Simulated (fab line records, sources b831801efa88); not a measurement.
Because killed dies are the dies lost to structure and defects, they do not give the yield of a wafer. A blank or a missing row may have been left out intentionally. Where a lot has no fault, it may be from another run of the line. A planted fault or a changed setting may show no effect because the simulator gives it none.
fab line records	flow sky130
record: lots: 13	wafers: 39	lastDay: 50
route steps=708 shown GATE_OXIDE@189 RES_PROTECT@214 LDD_N@252 LDD_P@266 PAD_OPEN@708
lots with no fault: from the same line, run without faults
startH: start of the lot's first displayed wafer, in hours after the record's first day	waitH: time in hours since the lot's previous step	" identical to the entry in the row above	L1.1+2: a row that stands for several wafers	- no value, or no start was given	* or withheld: withheld	< > ~ a bound
route shown NAME@n: a module of which the file shows steps, and the number in the route of the first	usual: mean/standard deviation of fault-free wafers	same: alike in all rows	chamber/n: place in a boat	sites: readings site by site	_std_site: their standard deviation	_edge_site: the outer-site mean with the inner-site mean subtracted	radiusMm: for every site, how far away it sits from the centre of the wafer	mask NAME#n: copy n	behind: the tool/chamber that last shaped the wafer	hold: what put the lot on hold/how long, in hours/how the hold closed	device: which transistor (n, p or np) failed to switch	end of line: the same wafers' tests at the end of the route	a step given without rows: its recipe and nothing more	killed: count of dies lost to structure and defects at first sort (not the wafer's yield)	map: dies across one wafer; x = killed, . = not, _ = none there
set.NAME: the setting as run; set.NAME@STEP: as run at that earlier step	model.NAME: the simulator's own value behind a step, which no gauge read
the route's steps for a sample of lots (tables are steps, rows are wafers)
services: a tool's chamber out of use, with start hour (startH, from the record's first day; less than 0 if before it), hours out, and reason
== steps ==
step: SKY_GATE_OXIDE_THK_MEAS_02
recipe: reads: SiO2_of_GATE_OXIDE_OXIDATION_01
usual: GATE_OXIDE_OXIDATION_00_THK: 10.36/0.16
lot.wafer	tool	chamber	startH	waitH	GATE_OXIDE_OXIDATION_00_THK[nm]
L450.3	filmMetro-01	-	297.45	0.0	10.28
L450.4	"	-	"	"	10.34
L450.5	"	-	"	"	10.43
L451.1	filmMetro-02	-	302.08	0.0	10.06
L451.2	"	-	"	"	10.06
L451.5	"	-	"	"	10.13
L458.2	filmMetro-04	-	362.33	0.0	10.16
L458.3	"	-	"	"	10.26
L458.5	"	-	"	"	10.14
L459.2	filmMetro-01	-	370.01	0.0	10.41
L459.3	"	-	"	"	10.09
L459.5	"	-	"	"	10.42
L462.3	filmMetro-01	-	398.84	0.0	10.28
L462.4	"	-	"	"	10.28
L462.5	"	-	"	"	10.25
L463.1	filmMetro-01	-	405.80	0.0	10.63
L463.2	"	-	"	"	10.54
L463.3	"	-	"	"	10.64
L465.2	filmMetro-04	-	436.29	0.0	10.10
L465.3	"	-	"	"	10.43
L465.4	"	-	"	"	10.41
L464.4	filmMetro-02	-	441.46	0.0	10.22
L464.5	"	-	"	"	10.17
L464.6	"	-	"	"	10.19
L467.2	filmMetro-04	-	446.20	0.0	10.50
L467.5	"	-	"	"	10.48
L467.6	"	-	"	"	10.22
L468.3	filmMetro-01	-	452.69	0.0	10.32
L468.4	"	-	"	"	10.32
L468.6	"	-	"	"	10.42
L469.1	filmMetro-04	-	460.79	0.0	10.43
L469.4	"	-	"	"	10.53
L469.5	"	-	"	"	10.39
L470.2	filmMetro-04	-	466.81	0.0	10.37
L470.4	"	-	"	"	10.52
L470.5	"	-	"	"	10.44
L471.3	filmMetro-01	-	480.78	0.0	10.42
L471.5	"	-	"	"	10.25
L471.6	"	-	"	"	10.22
step: SKY_RES_PROTECT_STRIP_07
recipe: chemistry: O2/N2	powerW: 1400	pressureMtorr: 1500	platenTempC: withheld	o2FlowSccm: 3000	n2FlowSccm: 300	overashFraction: 0.5
usual: drypumpMotorCurrentA: 5.51/0.23	oesProductAu: 0.517/0.0047	stripTimeToEndpointS: 23.29/0.04
lot.wafer	tool	chamber	startH	waitH	drypumpMotorCurrentA	oesProductAu	rfHoursCounterH	stripTimeToEndpointS
L450.3	plasmaAsher-02	1	353.83	0.1	5.56	0.517	-	23.26
L450.4	"	0	"	"	5.49	0.516	-	23.28
L450.5	"	1	"	"	5.55	0.509	-	23.31
L451.1	plasmaAsher-02	1	358.10	0.1	5.50	0.523	23	23.33
L451.2	"	0	"	"	5.48	0.512	23	23.28
L451.5	"	0	"	"	5.47	0.522	-	23.26
L458.2	plasmaAsher-03	1	424.59	0.1	5.96	0.521	64	23.26
L458.3	"	0	"	"	5.43	0.517	-	23.28
L458.5	"	0	"	"	5.43	0.514	-	23.25
L459.2	plasmaAsher-03	1	433.29	0.1	5.96	0.516	65	23.27
L459.3	"	0	"	"	5.43	0.510	-	23.25
L459.5	"	1	"	"	5.95	0.522	-	23.26
L462.3	plasmaAsher-03	1	461.88	0.1	5.93	0.508	-	23.26
L462.4	"	0	"	"	5.44	0.514	-	23.32
L462.5	"	1	"	"	5.94	0.509	-	23.27
L463.1	plasmaAsher-01	0	471.39	0.1	5.48	0.514	4	23.27
L463.2	"	1	"	"	5.19	0.517	4	23.30
L463.3	"	0	"	"	5.49	0.522	-	23.24
L465.2	plasmaAsher-03	0	502.00	0.1	5.45	0.523	72	23.29
L465.3	"	1	"	"	5.94	0.519	-	23.24
L465.4	"	0	"	"	5.44	0.518	-	23.24
L464.4	plasmaAsher-02	0	505.93	0.1	5.47	0.510	-	23.28
L464.5	"	0	"	"	5.45	0.507	-	23.33
L464.6	"	1	"	"	5.54	0.518	-	23.31
L467.2	plasmaAsher-01	0	511.93	0.1	5.48	0.512	9	23.24
L467.5	"	1	"	"	5.23	0.525	-	23.27
L467.6	"	0	"	"	5.47	0.524	-	23.29
L468.3	plasmaAsher-01	1	517.07	0.1	5.22	0.514	-	23.33
L468.4	"	0	"	"	5.48	0.513	-	23.33
L468.6	"	0	"	"	5.50	0.522	-	23.31
L469.1	plasmaAsher-03	0	526.33	0.1	5.41	0.519	74	23.33
L469.4	"	1	"	"	5.95	0.517	-	23.30
L469.5	"	1	"	"	5.95	0.515	-	23.38
L470.2	plasmaAsher-02	0	532.55	0.1	5.47	0.517	39	23.26
L470.4	"	0	"	"	5.47	0.517	-	23.28
L470.5	"	1	"	"	5.49	0.511	-	23.19
L471.3	plasmaAsher-01	0	545.13	0.1	5.46	0.514	-	23.23
L471.5	"	0	"	"	5.48	0.518	-	23.23
L471.6	"	1	"	"	5.26	0.517	-	23.23
step: SKY_LDD_N_IMPLANT_15
recipe: species: BF2	energyKev: 50	doseCm2: 5e+12	tiltDeg: 30	rotationDeg: 270
usual: beamEnergyKeV: 49.999/0.016	tiltDeg: 30.000/0.025
same: implantIonAmu: 49
lot.wafer	tool	chamber	startH	waitH	beamEnergyKeV	tiltDeg
L450.3	implanter-01	0	418.37	0.1	50.011	30.015
L450.4	"	0	"	"	49.995	30.033
L450.5	"	0	"	"	50.005	30.015
L451.1	implanter-04	0	425.29	0.1	49.980	30.027
L451.2	"	0	"	"	50.013	30.048
L451.5	"	0	"	"	50.008	30.035
L458.2	implanter-03	0	492.35	0.1	49.976	0.002
L458.3	"	0	"	"	49.998	0.004
L458.5	"	0	"	"	50.025	0.018
L459.2	implanter-03	0	500.95	0.1	50.015	-0.006
L459.3	"	0	"	"	49.995	-0.001
L459.5	"	0	"	"	50.011	0.014
L462.3	implanter-01	0	528.27	0.1	50.013	30.009
L462.4	"	0	"	"	49.995	29.960
L462.5	"	0	"	"	50.013	29.980
L463.1	implanter-01	0	537.14	0.1	50.013	29.956
L463.2	"	0	"	"	50.031	29.958
L463.3	"	0	"	"	49.999	29.947
L465.2	implanter-03	0	567.61	0.1	50.022	30.012
L465.3	"	0	"	"	50.013	30.009
L465.4	"	0	"	"	49.984	29.984
L464.4	implanter-03	0	573.91	0.1	49.995	29.982
L464.5	"	0	"	"	49.981	29.982
L464.6	"	0	"	"	49.970	29.991
L467.2	implanter-04	0	578.76	0.1	50.026	30.009
L467.5	"	0	"	"	50.028	29.965
L467.6	"	0	"	"	50.020	29.995
L468.3	implanter-01	0	582.64	0.1	49.976	30.011
L468.4	"	0	"	"	50.002	30.023
L468.6	"	0	"	"	49.999	29.988
L469.1	implanter-01	0	590.97	0.1	49.993	29.998
L469.4	"	0	"	"	50.006	30.002
L469.5	"	0	"	"	49.975	30.029
L470.2	implanter-03	0	597.54	0.1	50.005	30.035
L470.4	"	0	"	"	50.018	30.062
L470.5	"	0	"	"	49.993	30.038
L471.3	implanter-03	0	609.53	0.1	50.021	30.022
L471.5	"	0	"	"	50.008	29.982
L471.6	"	0	"	"	50.006	30.024
step: SKY_LDD_P_TW_MEAS_11
usual: LDD_P_TW: 634/3.8
lot.wafer	tool	chamber	startH	waitH	LDD_P_TW
L450.3	filmMetro-04	-	449.43	0.1	632
L450.4	"	-	"	"	638
L450.5	"	-	"	"	641
L451.1	filmMetro-02	-	457.09	0.1	632
L451.2	"	-	"	"	630
L451.5	"	-	"	"	630
L458.2	filmMetro-04	-	523.70	0.1	642
L458.3	"	-	"	"	640
L458.5	"	-	"	"	639
L459.2	filmMetro-02	-	531.82	0.1	632
L459.3	"	-	"	"	628
L459.5	"	-	"	"	629
L462.3	filmMetro-04	-	559.58	0.1	635
L462.4	"	-	"	"	638
L462.5	"	-	"	"	637
L463.1	filmMetro-01	-	567.81	0.1	634
L463.2	"	-	"	"	634
L463.3	"	-	"	"	633
L465.2	filmMetro-04	-	597.27	0.1	639
L465.3	"	-	"	"	637
L465.4	"	-	"	"	636
L464.4	filmMetro-01	-	604.34	0.1	633
L464.5	"	-	"	"	638
L464.6	"	-	"	"	632
L467.2	filmMetro-02	-	608.87	0.1	631
L467.5	"	-	"	"	628
L467.6	"	-	"	"	631
L468.3	filmMetro-01	-	612.16	0.1	640
L468.4	"	-	"	"	634
L468.6	"	-	"	"	635
L469.1	filmMetro-04	-	620.71	0.1	637
L469.4	"	-	"	"	633
L469.5	"	-	"	"	633
L470.2	filmMetro-04	-	627.88	0.1	632
L470.4	"	-	"	"	631
L470.5	"	-	"	"	636
L471.3	filmMetro-02	-	639.28	0.1	633
L471.5	"	-	"	"	636
L471.6	"	-	"	"	632
step: SKY_PAD_OPEN_PROBE_99
usual: killed_at_M0_to_M3: 44/6.9	killed_at_M4_up: 3.2/1.8	killedAtContacts: 23/5.2	killedAtFrontEnd: 15/4.5	killedAtOther: 0.3/0.56	killedDies: 85/8.8	killedOpen: 47/6.7	killedShort: 39/6.4
same: grossDies: 492	killedAtBackSide: 0
lot.wafer	tool	chamber	startH	waitH	killed_at_M0_to_M3	killed_at_M4_up	killedAtContacts	killedAtFrontEnd	killedAtOther	killedDies	killedOpen	killedShort
L450.3	prober-02	-	1084.01	0.2	45	2	31	13	1	92	51	41
L450.4	prober-02	-	1084.06	0.2	45	4	18	14	0	81	34	47
L450.5	prober-02	-	1084.11	0.2	44	3	20	17	1	85	39	46
L451.1	prober-01	-	1090.88	0.1	44	1	28	18	0	91	48	43
L451.2	prober-01	-	1090.93	0.1	29	1	23	5	0	58	37	21
L451.5	prober-01	-	1091.08	0.2	40	4	24	4	0	72	43	29
L458.2	prober-02	-	1133.80	0.1	38	2	20	20	0	80	44	36
L458.3	prober-02	-	1133.85	0.2	39	2	20	15	0	76	48	28
L458.5	prober-02	-	1133.95	0.2	55	1	18	22	0	96	48	48
L459.2	prober-01	-	1140.58	0.1	50	3	22	14	0	89	50	39
L459.3	prober-01	-	1140.63	0.2	45	6	23	15	0	89	57	32
L459.5	prober-01	-	1140.73	0.2	41	3	25	25	0	94	44	50
L462.3	prober-02	-	1157.14	0.2	39	4	30	6	1	80	51	29
L462.4	prober-02	-	1157.19	0.2	45	3	23	14	0	85	47	38
L462.5	prober-02	-	1157.24	0.2	29	4	27	17	0	77	40	37
L463.1	prober-01	-	1162.12	0.1	39	4	30	11	0	84	44	40
L463.2	prober-01	-	1162.17	0.1	47	6	25	12	0	90	50	40
L463.3	prober-01	-	1162.22	0.2	30	5	28	10	0	73	45	28
L465.2	prober-02	-	1180.42	0.1	41	5	45	16	0	107	64	43
L465.3	prober-02	-	1180.47	0.2	48	6	28	20	0	102	52	50
L465.4	prober-02	-	1180.52	0.2	39	1	35	18	0	93	53	40
L464.4	prober-01	-	1181.41	0.2	44	1	20	15	1	81	42	39
L464.5	prober-01	-	1181.46	0.2	55	2	33	14	1	105	62	43
L464.6	prober-01	-	1181.51	0.2	32	1	18	25	1	77	37	40
L467.2	prober-02	-	1184.22	0.1	40	3	21	18	2	84	47	37
L467.5	prober-02	-	1184.37	0.2	46	2	21	12	0	81	34	47
L467.6	prober-02	-	1184.42	0.2	38	0	24	13	0	75	40	35
L468.3	prober-01	-	1185.93	0.2	48	3	29	19	0	99	58	41
L468.4	prober-01	-	1185.98	0.2	48	2	25	19	1	95	49	46
L468.6	prober-01	-	1186.08	0.2	45	7	27	16	0	95	55	40
L469.1	prober-01	-	1189.51	0.1	37	2	28	16	0	83	44	39
L469.4	prober-01	-	1189.66	0.2	46	4	24	8	0	82	43	39
L469.5	prober-01	-	1189.71	0.2	40	1	26	20	0	87	49	38
L470.2	prober-02	-	1197.46	0.1	42	3	21	14	0	80	45	35
L470.4	prober-02	-	1197.56	0.2	47	5	20	13	0	85	48	37
L470.5	prober-02	-	1197.61	0.2	49	3	20	12	0	84	53	31
L471.3	prober-02	-	1200.98	0.5	52	2	25	14	0	93	40	53
L471.5	prober-02	-	1201.08	0.5	51	2	17	13	0	83	39	44
L471.6	prober-02	-	1201.13	0.6	38	2	20	20	0	80	46	34
killed by level:class
L450.3 LI_CONTACT:geometricParticle:open=10 VIA1:geometricParticle:open=10 CONTACT:geometricParticle:open=8 METAL1:geometricParticle:short=7 LOCAL_INTERCONNECT:geometricParticle:short=6 VIA3:geometricParticle:open=6 CONTACT:geometricParticle:short=5 VIA2:geometricParticle:open=5
L450.4 VIA2:geometricParticle:open=10 VIA1:geometricParticle:open=10 CONTACT:geometricParticle:short=7 METAL1:geometricParticle:short=7 VIA1:geometricParticle:short=6 VIA2:geometricParticle:short=6 FIELD_ISO:geometricParticle:short=5 CONTACT:geometricParticle:open=5
L450.5 VIA1:geometricParticle:open=7 FIELD_ISO:geometricParticle:short=6 CONTACT:geometricParticle:open=6 VIA1:geometricParticle:short=6 METAL1:geometricParticle:short=6 CONTACT:geometricParticle:short=5 VIA3:geometricParticle:open=5 POLY_GATE:geometricParticle:short=4
L451.1 VIA3:geometricParticle:open=10 LI_CONTACT:geometricParticle:open=9 CONTACT:geometricParticle:open=8 FIELD_ISO:geometricParticle:short=7 VIA1:geometricParticle:short=6 VIA2:geometricParticle:open=6 POLY_GATE:geometricParticle:short=5 VIA1:geometricParticle:open=5
L451.2 VIA3:geometricParticle:open=9 LI_CONTACT:geometricParticle:open=8 CONTACT:geometricParticle:open=8 VIA1:geometricParticle:short=5 CONTACT:geometricParticle:short=4 VIA1:geometricParticle:open=4 VIA2:geometricParticle:open=4 FIELD_ISO:geometricParticle:open=2
L451.5 VIA3:geometricParticle:open=13 CONTACT:geometricParticle:open=9 LOCAL_INTERCONNECT:geometricParticle:short=5 METAL1:geometricParticle:short=5 VIA1:geometricParticle:open=5 LI_CONTACT:geometricParticle:open=4 CONTACT:geometricParticle:short=4 VIA2:geometricParticle:open=4
L458.2 CONTACT:geometricParticle:open=8 VIA3:geometricParticle:open=8 FIELD_ISO:geometricParticle:short=7 VIA1:geometricParticle:open=6 FIELD_ISO:geometricParticle:open=5 POLY_GATE:geometricParticle:open=5 CONTACT:geometricParticle:short=4 METAL1:geometricParticle:short=4
L458.3 VIA1:geometricParticle:open=17 CONTACT:geometricParticle:open=11 VIA3:geometricParticle:short=5 VIA1:geometricParticle:short=5 FIELD_ISO:geometricParticle:short=4 VIA2:geometricParticle:open=4 FIELD_ISO:geometricParticle:open=3 LI_CONTACT:geometricParticle:open=3
L458.5 METAL2:geometricParticle:short=10 CONTACT:geometricParticle:open=8 VIA3:geometricParticle:open=8 VIA1:geometricParticle:open=7 FIELD_ISO:geometricParticle:open=6 VIA2:geometricParticle:short=6 VIA2:geometricParticle:open=6 FIELD_ISO:geometricParticle:short=5
L459.2 CONTACT:geometricParticle:open=13 VIA1:geometricParticle:open=10 METAL1:geometricParticle:short=7 VIA1:geometricParticle:short=7 VIA3:geometricParticle:open=7 METAL2:geometricParticle:short=6 POLY_GATE:geometricParticle:open=5 FIELD_ISO:geometricParticle:open=4
L459.3 VIA2:geometricParticle:open=13 LI_CONTACT:geometricParticle:open=9 CONTACT:geometricParticle:open=8 VIA3:geometricParticle:open=8 VIA1:geometricParticle:open=6 FIELD_ISO:geometricParticle:open=5 VIA1:geometricParticle:short=4 METAL2:geometricParticle:short=4
L459.5 VIA1:geometricParticle:open=9 FIELD_ISO:geometricParticle:short=8 CONTACT:geometricParticle:open=8 VIA2:geometricParticle:short=8 LI_CONTACT:geometricParticle:open=7 METAL2:geometricParticle:short=7 VIA3:geometricParticle:open=5 POLY_GATE:geometricParticle:short=5
L462.3 CONTACT:geometricParticle:open=14 VIA1:geometricParticle:open=9 VIA2:geometricParticle:open=9 LI_CONTACT:geometricParticle:open=8 VIA3:geometricParticle:open=6 CONTACT:geometricParticle:short=5 VIA1:geometricParticle:short=3 METAL2:geometricParticle:short=3
L462.4 LI_CONTACT:geometricParticle:open=10 METAL1:geometricParticle:short=9 VIA1:geometricParticle:open=9 VIA2:geometricParticle:open=8 CONTACT:geometricParticle:open=7 VIA3:geometricParticle:open=6 FIELD_ISO:geometricParticle:short=5 CONTACT:geometricParticle:short=4
L462.5 CONTACT:geometricParticle:open=9 LI_CONTACT:geometricParticle:open=6 VIA1:geometricParticle:open=6 VIA2:geometricParticle:open=6 POLY_GATE:geometricParticle:short=5 CONTACT:geometricParticle:short=5 METAL1:geometricParticle:short=5 FIELD_ISO:geometricParticle:short=4
L463.1 CONTACT:geometricParticle:open=11 VIA1:geometricParticle:open=10 METAL2:geometricParticle:short=6 VIA3:geometricParticle:open=6 LI_CONTACT:geometricParticle:open=5 LOCAL_INTERCONNECT:geometricParticle:short=5 METAL1:geometricParticle:short=5 FIELD_ISO:geometricParticle:short=4
L463.2 VIA1:geometricParticle:open=14 CONTACT:geometricParticle:open=11 VIA3:geometricParticle:open=8 CONTACT:geometricParticle:short=7 VIA2:geometricParticle:open=7 FIELD_ISO:geometricParticle:short=6 VIA1:geometricParticle:short=4 METAL2:geometricParticle:short=4
L463.3 CONTACT:geometricParticle:open=12 VIA1:geometricParticle:open=9 LI_CONTACT:geometricParticle:open=6 VIA3:geometricParticle:open=5 LOCAL_INTERCONNECT:geometricParticle:short=4 CONTACT:geometricParticle:short=4 VIA2:geometricParticle:open=4 FIELD_ISO:geometricParticle:short=3
L465.2 CONTACT:geometricParticle:open=16 LI_CONTACT:geometricParticle:open=13 VIA2:geometricParticle:open=10 VIA1:geometricParticle:open=8 CONTACT:geometricParticle:short=7 POLY_GATE:geometricParticle:open=6 LI_CONTACT:geometricParticle:short=5 METAL1:geometricParticle:short=5
L465.3 VIA1:geometricParticle:open=13 CONTACT:geometricParticle:open=9 LI_CONTACT:geometricParticle:open=7 METAL2:geometricParticle:short=7 VIA2:geometricParticle:open=7 FIELD_ISO:geometricParticle:short=6 METAL4:geometricParticle:short=5 LOCAL_INTERCONNECT:geometricParticle:short=5
L465.4 CONTACT:geometricParticle:open=16 VIA1:geometricParticle:open=13 LI_CONTACT:geometricParticle:open=7 FIELD_ISO:geometricParticle:short=6 CONTACT:geometricParticle:short=6 LOCAL_INTERCONNECT:geometricParticle:short=5 METAL1:geometricParticle:short=5 VIA2:geometricParticle:open=4
L464.4 VIA3:geometricParticle:open=9 VIA1:geometricParticle:open=8 LI_CONTACT:geometricParticle:open=7 VIA2:geometricParticle:open=6 VIA2:geometricParticle:short=5 METAL2:geometricParticle:short=5 FIELD_ISO:geometricParticle:short=4 POLY_GATE:geometricParticle:short=4
L464.5 CONTACT:geometricParticle:open=13 VIA1:geometricParticle:open=12 VIA3:geometricParticle:open=10 METAL2:geometricParticle:short=9 VIA2:geometricParticle:open=7 LI_CONTACT:geometricParticle:short=6 LI_CONTACT:geometricParticle:open=5 POLY_GATE:geometricParticle:short=4
L464.6 FIELD_ISO:geometricParticle:short=7 LI_CONTACT:geometricParticle:open=6 FIELD_ISO:geometricParticle:open=5 CONTACT:geometricParticle:open=5 METAL2:geometricParticle:short=5 VIA2:geometricParticle:short=5 VIA2:geometricParticle:open=4 METAL3:geometricParticle:short=4
L467.2 VIA3:geometricParticle:open=10 VIA1:geometricParticle:short=9 CONTACT:geometricParticle:open=8 LI_CONTACT:geometricParticle:open=7 VIA1:geometricParticle:open=6 FIELD_ISO:geometricParticle:short=5 FIELD_ISO:geometricParticle:open=5 METAL1:geometricParticle:short=5
L467.5 METAL1:geometricParticle:short=11 CONTACT:geometricParticle:open=11 METAL2:geometricParticle:short=8 VIA3:geometricParticle:open=7 VIA1:geometricParticle:open=6 VIA1:geometricParticle:short=5 POLY_GATE:geometricParticle:short=4 LI_CONTACT:geometricParticle:open=4
L467.6 CONTACT:geometricParticle:open=8 CONTACT:geometricParticle:short=7 VIA2:geometricParticle:open=7 VIA1:geometricParticle:open=6 METAL1:geometricParticle:open=5 METAL2:geometricParticle:short=5 POLY_GATE:geometricParticle:open=4 VIA3:geometricParticle:short=4
L468.3 CONTACT:geometricParticle:open=13 VIA2:geometricParticle:open=9 POLY_GATE:geometricParticle:open=7 LOCAL_INTERCONNECT:geometricParticle:short=7 VIA3:geometricParticle:open=7 METAL3:geometricParticle:short=7 VIA1:geometricParticle:open=6 POLY_GATE:geometricParticle:short=4
L468.4 VIA2:geometricParticle:open=10 VIA1:geometricParticle:open=7 METAL1:geometricParticle:short=7 VIA3:geometricParticle:open=7 LI_CONTACT:geometricParticle:open=6 CONTACT:geometricParticle:open=6 FIELD_ISO:geometricParticle:short=5 POLY_GATE:geometricParticle:open=5
L468.6 VIA2:geometricParticle:open=13 VIA1:geometricParticle:open=12 CONTACT:geometricParticle:open=9 LOCAL_INTERCONNECT:geometricParticle:short=8 CONTACT:geometricParticle:short=6 VIA3:geometricParticle:open=6 FIELD_ISO:geometricParticle:open=4 FIELD_ISO:geometricParticle:short=4
L469.1 VIA1:geometricParticle:open=10 CONTACT:geometricParticle:open=8 POLY_GATE:geometricParticle:short=6 LI_CONTACT:geometricParticle:open=6 VIA1:geometricParticle:short=5 POLY_GATE:geometricParticle:open=4 LOCAL_INTERCONNECT:geometricParticle:open=4 LOCAL_INTERCONNECT:geometricParticle:short=4
L469.4 CONTACT:geometricParticle:open=13 VIA1:geometricParticle:short=10 VIA1:geometricParticle:open=10 METAL1:geometricParticle:short=6 CONTACT:geometricParticle:short=5 VIA3:geometricParticle:short=5 VIA3:geometricParticle:open=5 LI_CONTACT:geometricParticle:open=4
L469.5 VIA1:geometricParticle:open=11 VIA2:geometricParticle:open=7 CONTACT:geometricParticle:open=6 FIELD_ISO:geometricParticle:short=5 FIELD_ISO:geometricParticle:open=5 CONTACT:geometricParticle:short=5 LI_CONTACT:geometricParticle:open=5 LI_CONTACT:geometricParticle:short=5
L470.2 VIA1:geometricParticle:open=13 FIELD_ISO:geometricParticle:short=6 CONTACT:geometricParticle:open=6 VIA3:geometricParticle:open=6 LI_CONTACT:geometricParticle:open=5 VIA2:geometricParticle:open=5 POLY_GATE:geometricParticle:short=4 POLY_GATE:geometricParticle:open=3
L470.4 VIA1:geometricParticle:open=9 LI_CONTACT:geometricParticle:open=8 VIA2:geometricParticle:open=7 METAL2:geometricParticle:short=6 VIA1:geometricParticle:short=6 CONTACT:geometricParticle:open=5 METAL1:geometricParticle:short=4 VIA3:geometricParticle:open=4
L470.5 VIA1:geometricParticle:open=10 VIA2:geometricParticle:open=10 VIA3:geometricParticle:open=9 CONTACT:geometricParticle:open=7 LI_CONTACT:geometricParticle:open=5 POLY_GATE:geometricParticle:short=4 CONTACT:geometricParticle:short=4 METAL1:geometricParticle:short=4
L471.3 VIA1:geometricParticle:short=13 VIA1:geometricParticle:open=10 CONTACT:geometricParticle:short=7 LI_CONTACT:geometricParticle:short=6 METAL2:geometricParticle:short=6 VIA3:geometricParticle:open=6 CONTACT:geometricParticle:open=5 METAL3:geometricParticle:short=5
L471.5 VIA1:geometricParticle:short=10 VIA2:geometricParticle:open=9 VIA1:geometricParticle:open=8 CONTACT:geometricParticle:open=6 FIELD_ISO:geometricParticle:short=5 METAL1:geometricParticle:short=5 CONTACT:geometricParticle:short=4 METAL2:geometricParticle:short=4
L471.6 LI_CONTACT:geometricParticle:open=13 VIA1:geometricParticle:open=11 METAL2:geometricParticle:short=8 POLY_GATE:geometricParticle:short=6 VIA2:geometricParticle:open=6 POLY_GATE:geometricParticle:open=5 FIELD_ISO:geometricParticle:short=4 FIELD_ISO:geometricParticle:open=3
== services ==
tool	chamber	startH	hours	kind
implanter-04	-	356.70	1.8	repair
plasmaAsher-03	-	357.60	0.5	repair
implanter-01	-	364.49	3.7	repair
implanter-01	-	397.68	5.1	pm
implanter-04	-	418.78	1.2	repair
plasmaAsher-01	-	421.25	9.0	pm
plasmaAsher-01	0	421.25	10.6	ventCycle
plasmaAsher-01	1	421.25	10.6	ventCycle
plasmaAsher-01	-	429.01	2.8	repair
plasmaAsher-01	0	430.25	-	clean
plasmaAsher-01	1	430.25	-	clean
plasmaAsher-02	-	445.45	1.6	repair
implanter-01	-	455.50	3.4	repair
implanter-03	-	477.52	0.8	repair
plasmaAsher-02	-	484.70	1.3	repair
implanter-01	-	540.55	13.9	pm
implanter-04	-	550.88	2.7	repair
implanter-01	-	559.30	5.8	repair
plasmaAsher-02	-	580.76	0.4	repair
implanter-04	-	592.85	11.3	repair
implanter-03	-	599.71	3.5	repair
implanter-03	-	603.23	4.6	pm
== key ==
firstSign: step: SKY_LDD_N_IMPLANT_15	reading: tiltDeg	direction: down	sigmas: 99+	usual: *	struck: *
effect none on later readings
metAt SKY_LDD_N_IMPLANT_15
struckLots L458,L459
testerLeftOut L458,L459
notActingAt SKY_GATE_OXIDE_THK_MEAS_02,SKY_RES_PROTECT_STRIP_07,SKY_LDD_P_TW_MEAS_11
fault: kind: processParameterDrift	tool: implanter-03	chamber: -	onsetH: 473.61	steps: SKY_LDD_N_IMPLANT_15	channel: tiltDeg	offset: *	shape: step	endH: 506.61	actsIn: *	stated: *
testerLeftOut: of these lots the tester's yield and bins aren't shown, on N5 and GAA mostly nor the transistor test; their killed dies are dies lost to structure and defects alone, not to doping, threshold or leakage, so they don't give the yield
